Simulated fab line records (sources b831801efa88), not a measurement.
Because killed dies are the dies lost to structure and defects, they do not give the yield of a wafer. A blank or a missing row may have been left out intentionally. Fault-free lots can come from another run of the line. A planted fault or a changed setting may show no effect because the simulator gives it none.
Which of the tools did it? -- flow sfq_line -- 15 lots, 45 wafers sampled, at 1 step of a route of 325

WHAT THE GAUGES SHOWED, per wafer
SFQ_M1_OVL_MEAS_911. Usual: M1_OVL typically reads 2 nm, with standard deviation 5.
lot,measured,on,M1_OVL (nm),flag
L827,day 18 16:56,overlay-01,2 -3 7,
L829,day 18 19:19,overlay-01,3 -3 -4,
L830,day 18 21:44,overlay-01,-7 -5 -6,
L832,day 19 01:20,overlay-02,0 1 1,
L833,day 19 02:32,overlay-01,7 -1 2,
L834,day 19 06:07,overlay-02,-2 -6 -7,
L835,day 19 08:31,overlay-02,1 4 3,
L836,day 19 09:44,overlay-01,0 -1 -3,
L838,day 19 17:29,overlay-01,-3 -1 -6,
L839,day 19 18:41,overlay-01,4 7 10,
L840,day 19 19:53,overlay-02,-8 -3 -7,
L841,day 20 09:05,overlay-02,5 6 2,
L843,day 20 11:30,overlay-01,1 5 7,
L846,day 22 07:33,overlay-02,5 -1 0,
L848,day 34 16:06,overlay-02,-2 9 0,

WHICH TOOL RAN EACH LOT (tool, then ch and the chambers of the sampled wafers, then the start)
No process step before these readings appears in the record.

AS READ BY THE TOOLS THEMSELVES (means over the sampled wafers that have a number; for cases with no such wafer, the mark the record gives instead)
The record holds no such reading with a usual standard deviation.

THE ANSWER, worked out from the rows above alone
Rule: a lot is off if the mean of its wafers that have a number lies more than 3 standard deviations from the usual mean. Also off: a lot with no number at a reading for which 4 or more lots have one. Where the step has rows for the other lots, those lots are counted as sound. First the gauges in route order, then the tools' own readings, where a lot's mean is used as printed above. The first step at which some lot is off is used, and at that step the reading that is off furthest; a lot without a number counts as furthest.
No lot is off on any of the readings shown, so nothing can be concluded from this.

WHAT THE SIMULATOR HAD PUT IN
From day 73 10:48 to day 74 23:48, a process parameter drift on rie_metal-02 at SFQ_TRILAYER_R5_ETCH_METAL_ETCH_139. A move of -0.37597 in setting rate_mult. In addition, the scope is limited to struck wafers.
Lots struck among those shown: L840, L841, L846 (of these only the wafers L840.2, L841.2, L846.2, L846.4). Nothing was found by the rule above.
